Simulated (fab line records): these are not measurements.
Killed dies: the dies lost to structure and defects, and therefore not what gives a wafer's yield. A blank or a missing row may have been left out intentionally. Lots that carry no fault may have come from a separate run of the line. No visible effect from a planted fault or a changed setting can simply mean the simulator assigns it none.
Struck lot and sound lot, side by side -- flow sfq line -- 17 steps out of a route of 325
Sound: the wafers L275.4, L275.5, L275.6. Struck: wafer L283.5 (L283.1, L283.6, from the same lot, were not struck and are left out); the cause is given at the end.
At each step with rows: each side's tool, then ch and its chambers, then its first start. Under that, the readings that differ: sound wafers -- struck wafers -- difference of the means -- sigmas: that difference in standard deviations of wafers without a fault.
alike: readings with means less than 2 such deviations apart, plus words and numbers identical on both sides. not compared: withheld readings, readings lacking a value on some wafer, bounds such as >300 that could conceal the same value, and numbers that have no deviation in the record and whose values overlap.
A row with sigmas, a row that says differs or no value, or rows on one side alone: a step with any of these is where the two part. Numbers that don't overlap but have no deviation are shown without sigmas and don't part them. Lack of a reading on every wafer of one side parts them only where that side has two or more wafers.

SFQ_TRILAYER_I7_VIA_STRIP_STRIP_191: strips in O2.
  sound on rie metal-02 ch 0,1, day 85 01:45; struck on rie metal-04 ch 0, day 86 08:45
  alike: drypump motor current A, oes product au
  not compared: rf hours counter h
then, 8 steps without rows for these wafers: SFQ_TRILAYER_I7_VIA_STRIP_SOLV_CLEAN_192 (cleans in NMP, time 600 s); SFQ_TRILAYER_M8_LITHO_LOR_COAT_197; SFQ_TRILAYER_M8_LITHO_LOR_BAKE_198; SFQ_TRILAYER_M8_LITHO_COAT_193 (resist thk 600 nm); SFQ_TRILAYER_M8_LITHO_SOFTBAKE_199; SFQ_TRILAYER_M8_LITHO_EXPOSE_194 (exposes mask M8, target cd 2000 nm); SFQ_TRILAYER_M8_LITHO_PEB_196 (peb time 60 s); SFQ_TRILAYER_M8_LITHO_DEVELOP_195 (img clear 15 s, time 55 s).
-- the record jumps here: 4 days lie between the struck wafers' starts before and after --
SFQ_M8_OVL_MEAS_948:
  sound on overlay-02, day 88 19:05; struck on overlay-01, day 90 05:52
  alike: M8_OVL
then, 2 steps without rows for these wafers: SFQ_TRILAYER_M8_DEP_EVAP_197 (material Ti, target thk 20 nm, time 100 s); SFQ_TRILAYER_M8_DEP_EVAP_198 (material Pt, target thk 50 nm, time 250 s).
SFQ_TRILAYER_M8_DEP_EVAP_196: material Au, target thk 180 nm, time 900 s.
  sound on pvd sputter-01, day 88 19:20; struck on pvd sputter-01, day 90 06:08
reading,sound,struck,difference,sigmas
model.Au_of_TRILAYER_M8_DEP_EVAP_196.thk nm (nm),179.4 180 179.8,178.7,-1.0,
SFQ_M8_RS_MEAS_949: the measuring method here is four-point-probe.
  sound on film metro-02, day 88 19:54; struck on film metro-01, day 90 06:38
  alike: M8_AU_RS
SFQ_M8_THK_MEAS_950: measures by xrf.
  sound on film metro-02, day 88 19:59; struck on film metro-01, day 90 06:46
  alike: M8_AU_THK
then, 1 step without rows for these wafers: SFQ_TRILAYER_M8_LIFTOFF_LIFTOFF_197 (chemistry NMP, time 600 s).
SFQ_M8_BOW_MEAS_951:
  sound on film metro-04, day 88 20:16; struck on film metro-04, day 90 07:00
reading,sound,struck,difference,sigmas
model.etest.m8.ohm sq,0.1543 0.1538 0.154,0.1549,+0.0009,
  alike: M8_BOW

== WHERE THEY PART ==
Nowhere in this record.

WHY: whatever the simulator had introduced
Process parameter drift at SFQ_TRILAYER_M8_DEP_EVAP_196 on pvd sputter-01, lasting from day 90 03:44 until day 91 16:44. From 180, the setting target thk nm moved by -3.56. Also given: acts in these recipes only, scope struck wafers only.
